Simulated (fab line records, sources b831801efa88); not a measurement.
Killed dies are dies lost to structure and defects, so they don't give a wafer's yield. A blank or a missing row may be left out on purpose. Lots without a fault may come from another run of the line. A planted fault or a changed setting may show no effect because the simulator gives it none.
Chamber matching | flow sky130 | SKY_CAP2M_CVD_00 on pecvd-02: 3 sister chambers
The step deposits SiO2, target thk 15.5 nm. 3 wafers are shown with their chamber, then 10 later ones without.

WAFERS WITH THEIR CHAMBER
wafer  | chamber | heater_power_w (W)
L084.3 | 2       | 1019
L088.1 | 0       | 909
L088.3 | 1       | 766

WAFERS WITHOUT THEIR CHAMBER
wafer  | heater_power_w (W)
L088.6 | 1168
L090.3 | 713
L090.5 | 874
L090.6 | 715
L093.2 | 746
L093.5 | 954
L093.6 | 820
L095.2 | 828
L095.4 | 1072
L095.5 | 799

WHICH CHAMBER EACH WENT THROUGH
wafer  | from the rows above          | in truth
L088.6 | can't be placed: 2 or 0      | 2
L090.3 | 1                            | 1
L090.5 | can't be placed: 0 or 1 or 2 | 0
L090.6 | 1                            | 1
L093.2 | 1                            | 1
L093.5 | can't be placed: 0 or 2      | 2
L093.6 | can't be placed: 1 or 0      | 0
L095.2 | can't be placed: 1 or 0 or 2 | 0
L095.4 | can't be placed: 2 or 0      | 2
L095.5 | can't be placed: 1 or 0      | 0
Placed correctly: 3 of 10. Can't be placed from these rows: 7 (the true chamber is among the candidates in 7). Placed wrongly: 0.
How it was worked out, from the rows above alone: a wafer's distance from a chamber is the root of the sum, over the readings, of the square of ((its reading less the chamber's mean) divided by the reading's scatter). The wafer belongs to the nearest chamber; if the next one is less than 2 further off, it can't be placed. A chamber's mean is the mean of its shown wafers. The scatter: with one shown wafer a chamber, the root of the mean of the squares of how far each hidden wafer lies from its nearest shown one.
